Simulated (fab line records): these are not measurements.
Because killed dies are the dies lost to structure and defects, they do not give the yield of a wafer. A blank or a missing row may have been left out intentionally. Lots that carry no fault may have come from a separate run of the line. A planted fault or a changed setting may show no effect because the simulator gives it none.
fab line records | flow sky130
[record] lots = 14 wafers = 42 last-day = 51
route steps=708 shown LI_CONTACT@382 METAL4@633 VIA4@640 PAD_OPEN@708
lots that met no fault: from a run of the same line without faults
start-h: the number of hours between the record's first day and the start of the first shown wafer of the lot | wait-h: hours since the lot's step before | " as in the row above | L1.1+2: several wafers, shown together as one row | - no value, or no start given | * or withheld: withheld | < > ~ a bound
route shown NAME@n: NAME is a module with steps in the file, n the number in the route of the first one | usual: mean/standard deviation of fault-free wafers | same: alike in all rows | chamber/n: place in a boat | sites: the reading at each site | _std_site: their standard deviation | _edge_site: mean of outer sites minus mean of inner sites | radius-mm: for every site, how far away it sits from the centre of the wafer | mask NAME#n: copy n | behind: the most recent tool/chamber to have shaped the wafer | hold: cause of the lot's hold/its duration in hours/its outcome | device: transistor that didn't switch, given as n, p or np | end of line: tests run on the same wafers once the route is complete | a step given without rows: its recipe and nothing more | killed: dies that structure and defects cost at the first sort, which is not the same as the wafer's yield | map: a wafer's dies, marking killed ones x, the rest . and places with no die _
set.NAME: setting as actually run; set.NAME@STEP: the setting as run at that earlier step | model.NAME: the simulator's own value behind a step, which no gauge read
route steps across a sampled set of lots; one table per step, one row per wafer
services: from which hour (start-h, from the record's first day; less than 0 if before it) a tool's chamber was out of use, for how many hours, and why
[[steps]]
[step SKY_LI_CONTACT_SPUTTER_20]
[recipe] material = TiN target-thk-nm = 20 chamber-pressure-pa = 5 power-w = 4000 time-s = 80
[usual] throttle-valve-pct = 30.3/0.87
// columns lot.wafer tool chamber start-h wait-h throttle-valve-pct
L114.1 pvd-sputter-02 - 708.60 0.0 29.6
L114.3 " - " " 31.2
L114.5 " - " " 29.7
L113.1 pvd-sputter-03 - 709.06 0.0 31.5
L113.4 " - " " 28.9
L113.5 " - " " 30.5
L115.2 pvd-sputter-04 - 719.50 0.0 30.0
L115.5 " - " " 30.9
L115.6 " - " " 31.7
L116.3 pvd-sputter-04 - 722.48 0.0 30.1
L116.4 " - " " 29.5
L116.5 " - " " 31.8
L119.1 pvd-sputter-02 - 747.94 0.0 29.5
L119.2 " - " " 29.7
L119.5 " - " " 29.5
L120.1 pvd-sputter-04 - 755.43 0.0 29.8
L120.4 " - " " 30.1
L120.5 " - " " 30.0
L122.2 pvd-sputter-03 - 762.21 0.0 30.5
L122.4 " - " " 31.7
L122.6 " - " " 29.9
L123.1 pvd-sputter-04 - 772.72 0.0 30.2
L123.5 " - " " 29.6
L123.6 " - " " 30.2
L124.4 pvd-sputter-03 - 780.74 0.0 28.7
L124.5 " - " " 29.8
L124.6 " - " " 30.6
L125.1 pvd-sputter-03 - 800.26 0.0 30.1
L125.3 " - " " 31.5
L125.6 " - " " 31.6
L128.2 pvd-sputter-04 - 810.19 0.0 29.7
L128.3 " - " " 31.0
L128.4 " - " " 29.7
L130.3 pvd-sputter-04 - 826.87 0.0 30.0
L130.5 " - " " 29.6
L130.6 " - " " 30.9
L131.1 pvd-sputter-04 - 830.61 0.0 31.6
L131.3 " - " " 30.6
L131.6 " - " " 31.6
L135.2 pvd-sputter-02 - 864.04 0.1 29.9
L135.5 " - " " 29.6
L135.6 " - " " 30.0
[step SKY_METAL4_ETCH_17]
[recipe] target = SiO2 stop-on = TiN chemistry = C4F8/O2/Ar source-w = 1500 bias-w = 1200 pressure-mtorr = 40 c4f8-flow-sccm = withheld O2_flow_sccm = 6 Ar_flow_sccm = 300 time-s = 3.9 target-depth-a = 150
[usual] oes-product-au = 0.751/0.0079
// columns lot.wafer tool chamber start-h wait-h oes-product-au rf-hours-counter-h
L114.1 rie-diel-02 1 1011.43 0.1 0.740 5
L114.3 " 3 " " 0.745 12
L114.5 " 3 " " 0.754 -
L113.1 rie-diel-01 2 1012.57 0.1 0.745 6
L113.4 " 3 " " 0.748 1
L113.5 " 2 " " 0.746 -
L115.2 rie-diel-03 3 1023.42 0.1 0.743 12
L115.5 " 3 " " 0.749 -
L115.6 " 0 " " 0.747 -
L116.3 rie-diel-02 0 1024.07 0.0 0.748 22
L116.4 " 2 " " 0.747 11
L116.5 " 3 " " 0.743 -
L119.1 rie-diel-02 2 1046.47 0.1 0.744 12
L119.2 " 3 " " 0.745 13
L119.5 " 1 " " 0.753 -
L120.1 rie-diel-01 2 1054.54 0.1 0.748 8
L120.4 " 3 " " 0.761 2
L120.5 " 3 " " 0.763 -
L122.2 rie-diel-02 2 1060.77 0.1 0.755 13
L122.4 " 2 " " 0.750 -
L122.6 " 3 " " 0.762 -
L123.1 rie-diel-01 1 1066.49 0.1 0.749 19
L123.5 " 3 " " 0.752 -
L123.6 " 2 " " 0.755 -
L124.4 rie-diel-01 1 1073.05 0.1 0.760 19
L124.5 " 1 " " 0.751 -
L124.6 " 0 " " 0.752 -
L125.1 rie-diel-01 1 1090.08 0.1 0.742 20
L125.3 " 2 " " 0.752 9
L125.6 " 2 " " 0.739 -
L128.2 rie-diel-03 1 1096.88 0.1 0.742 14
L128.3 " 0 " " 0.754 23
L128.4 " 0 " " 0.761 -
L130.3 rie-diel-01 1 1109.69 0.0 0.747 20
L130.5 " 3 " " 0.759 -
L130.6 " 2 " " 0.765 -
L131.1 rie-diel-03 1 1111.57 0.1 0.756 15
L131.3 " 3 " " 0.751 13
L131.6 " 2 " " 0.769 -
L135.2 rie-diel-02 1 1138.73 0.1 0.758 10
L135.5 " 2 " " 0.750 -
L135.6 " 1 " " 0.753 -
[step SKY_VIA4_THK_MEAS_01]
[recipe] reads = SiO2_of_VIA4_HDPCVD_00
[usual] VIA4_HDPCVD_THK = 1754/21
// columns lot.wafer tool chamber start-h wait-h VIA4_HDPCVD_THK[nm]
L114.1 film-metro-01 - 1012.41 0.1 1759
L114.3 " - " " 1777
L114.5 " - " " 1749
L113.1 film-metro-01 - 1013.54 0.1 1751
L113.4 " - " " 1750
L113.5 " - " " 1761
L115.2 film-metro-01 - 1024.39 0.1 1740
L115.5 " - " " 1740
L115.6 " - " " 1754
L116.3 film-metro-01 - 1025.05 0.1 1734
L116.4 " - " " 1706
L116.5 " - " " 1720
L119.1 film-metro-01 - 1047.53 0.1 1749
L119.2 " - " " 1735
L119.5 " - " " 1731
L120.1 film-metro-01 - 1055.57 0.1 1752
L120.4 " - " " 1754
L120.5 " - " " 1740
L122.2 film-metro-01 - 1061.75 0.1 1768
L122.4 " - " " 1773
L122.6 " - " " 1755
L123.1 film-metro-01 - 1067.49 0.1 1755
L123.5 " - " " 1768
L123.6 " - " " 1758
L124.4 film-metro-02 - 1074.05 0.0 1775
L124.5 " - " " 1778
L124.6 " - " " 1777
L125.1 film-metro-02 - 1091.13 0.1 1751
L125.3 " - " " 1786
L125.6 " - " " 1785
L128.2 film-metro-01 - 1098.33 0.1 1787
L128.3 " - " " 1734
L128.4 " - " " 1745
L130.3 film-metro-01 - 1110.68 0.1 1770
L130.5 " - " " 1772
L130.6 " - " " 1735
L131.1 film-metro-01 - 1112.64 0.1 1779
L131.3 " - " " 1797
L131.6 " - " " 1781
L135.2 film-metro-02 - 1139.72 0.1 1769
L135.5 " - " " 1781
L135.6 " - " " 1718
[step SKY_VIA4_CVD_18]
[recipe] material = W target-thk-nm = 505 time-s = 152.14 temp-c = 400 pressure-torr = 40
[usual] heater-power-w = 831/61
// columns lot.wafer tool chamber start-h wait-h heater-power-w
L114.1 cvd-w-02 0 1036.39 0.0 910
L114.3 " 1 " " 771
L114.5 " 1 " " 775
L113.1 cvd-w-01 1 1037.22 0.0 763
L113.4 " 1 " " 768
L113.5 " 1 " " 781
L115.2 cvd-w-01 0 1048.56 0.0 805
L115.5 " 1 " " 784
L115.6 " 0 " " 778
L116.3 cvd-w-01 1 1048.86 0.1 783
L116.4 " 0 " " 788
L116.5 " 1 " " 786
L119.1 cvd-w-02 0 1071.06 0.0 904
L119.2 " 1 " " 782
L119.5 " 1 " " 787
L120.1 cvd-w-01 0 1078.39 0.0 818
L120.4 " 1 " " 784
L120.5 " 1 " " 777
L122.2 cvd-w-01 1 1084.71 0.0 787
L122.4 " 1 " " 787
L122.6 " 0 " " 793
L123.1 cvd-w-02 0 1089.90 0.0 956
L123.5 " 0 " " 932
L123.6 " 1 " " 791
L124.4 cvd-w-02 0 1097.29 0.1 924
L124.5 " 0 " " 921
L124.6 " 1 " " 784
L125.1 cvd-w-02 0 1113.12 0.0 917
L125.3 " 1 " " 801
L125.6 " 0 " " 924
L128.2 cvd-w-02 0 1119.79 0.0 916
L128.3 " 1 " " 802
L128.4 " 0 " " 917
L130.3 cvd-w-01 1 1131.96 0.1 791
L130.5 " 0 " " 796
L130.6 " 1 " " 787
L131.1 cvd-w-02 1 1133.73 0.0 787
L131.3 " 1 " " 808
L131.6 " 0 " " 891
L135.2 cvd-w-02 0 1161.03 0.0 910
L135.5 " 1 " " 788
L135.6 " 0 " " 905
[step SKY_PAD_OPEN_PROBE_99]
[usual] killed_at_M0_to_M3 = 43/7.5 killed_at_M4_up = 3.2/1.9 killed-at-contacts = 24/5.6 killed-at-front-end = 15/4.8 killed-at-other = 0.2/0.54 killed-dies = 86/11 killed-open = 47/7.6 killed-short = 39/7.1
[same] gross-dies = 492 killed-at-back-side = 0
// columns lot.wafer tool chamber start-h wait-h killed_at_M0_to_M3 killed_at_M4_up killed-at-contacts killed-at-front-end killed-at-other killed-dies killed-open killed-short
L130.3 prober-01 - 1190.91 0.2 47 2 28 20 0 97 62 35
L130.5 prober-01 - 1191.01 0.2 48 2 34 17 1 102 52 50
L130.6 prober-01 - 1191.06 0.2 51 2 62 13 0 128 51 31
L131.1 prober-02 - 1193.11 0.1 41 3 26 18 1 89 48 41
L131.3 prober-02 - 1193.21 0.2 36 2 78 15 0 131 43 38
L131.6 prober-02 - 1193.36 0.2 29 2 21 21 0 73 35 38
// killed by level:class
L130.3 CONTACT:geometric-particle:open=11 LI_CONTACT:geometric-particle:open=10 VIA2:geometric-particle:open=10 VIA1:geometric-particle:open=10 METAL2:geometric-particle:short=7 VIA3:geometric-particle:open=7 FIELD_ISO:geometric-particle:short=6 FIELD_ISO:geometric-particle:open=6
L130.5 CONTACT:geometric-particle:open=14 VIA3:geometric-particle:open=11 LI_CONTACT:geometric-particle:open=9 VIA1:geometric-particle:short=8 METAL2:geometric-particle:short=6 FIELD_ISO:geometric-particle:short=5 CONTACT:geometric-particle:short=5 VIA1:geometric-particle:open=5
L130.6 LI_CONTACT:unspecified=46 VIA1:geometric-particle:open=18 VIA3:geometric-particle:open=6 LI_CONTACT:geometric-particle:open=5 VIA1:geometric-particle:short=5 CONTACT:geometric-particle:open=4 METAL1:geometric-particle:short=4 METAL1:geometric-particle:open=4
L131.1 CONTACT:geometric-particle:open=14 FIELD_ISO:geometric-particle:open=7 METAL3:geometric-particle:short=7 VIA1:geometric-particle:open=7 METAL1:geometric-particle:short=6 VIA2:geometric-particle:open=6 POLY_GATE:geometric-particle:short=4 LI_CONTACT:geometric-particle:open=4
L131.3 LI_CONTACT:unspecified=50 CONTACT:geometric-particle:open=13 VIA1:geometric-particle:open=9 POLY_GATE:geometric-particle:short=6 CONTACT:geometric-particle:short=5 METAL1:geometric-particle:short=5 FIELD_ISO:geometric-particle:open=4 LOCAL_INTERCONNECT:geometric-particle:short=4
L131.6 CONTACT:geometric-particle:open=6 VIA1:geometric-particle:open=6 FIELD_ISO:geometric-particle:short=5 POLY_GATE:geometric-particle:open=5 LI_CONTACT:geometric-particle:open=5 VIA1:geometric-particle:short=5 SPACER:geometric-particle:short=4 LI_CONTACT:geometric-particle:short=4
[[services]]
// columns tool chamber start-h hours kind
cvd-w-01 - 698.12 0.8 repair
rie-diel-02 - 710.21 4.4 repair
rie-diel-01 - 734.01 0.3 repair
rie-diel-01 - 761.27 0.3 repair
cvd-w-01 - 771.43 28.1 pm
cvd-w-01 - 799.53 6.0 pm
cvd-w-01 - 904.00 14.0 pm
cvd-w-02 - 905.11 0.5 repair
cvd-w-02 - 949.71 6.9 pm
cvd-w-01 0 957.94 3.7 repair
cvd-w-02 0 962.46 3.0 repair
cvd-w-01 - 986.41 4.7 repair
cvd-w-01 0 1025.39 22.1 repair
cvd-w-02 1 1027.31 1.9 repair
pvd-sputter-04 - 1034.53 5.1 repair
pvd-sputter-04 - 1053.54 5.3 repair
cvd-w-01 1 1063.30 2.1 repair
pvd-sputter-04 - 1077.61 0.8 repair
rie-diel-01 3 1093.81 3.5 repair
rie-diel-01 1 1096.11 12.4 repair
cvd-w-02 - 1130.60 0.8 repair
rie-diel-01 3 1132.41 3.4 repair
cvd-w-01 - 1142.80 2.8 pm
pvd-sputter-04 - 1158.53 1.8 repair
[[key]]
[first-sign] step = SKY_PAD_OPEN_PROBE_99 reading = killed-at-contacts direction = up sigmas = 8.1 usual = 24 struck = 70
[effect] step = SKY_PAD_OPEN_PROBE_99 reading = killed-dies direction = up sigmas = 4 usual = 86 struck = 130
met-at SKY_LI_CONTACT_SPUTTER_20
struck-lots L130,L131
struck-wafers L130.6,L131.3
tester-left-out L130,L131
not-acting-at SKY_METAL4_ETCH_17,SKY_VIA4_THK_MEAS_01,SKY_VIA4_CVD_18
onset-between 810.19 826.87
[fault] kind = chamber-particle-source tool = pvd-sputter-04 chamber = - onset-h = 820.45 steps = SKY_LI_CONTACT_SPUTTER_20 rate-per-visit-cm2 = 0.84366 end-h = 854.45 scope = struck-wafers-only
// tester-left-out: of these lots the tester's yield and bins aren't shown, on N5 and GAA mostly nor the transistor test; their killed dies are dies lost to structure and defects alone, not to doping, threshold or leakage, so they don't give the yield
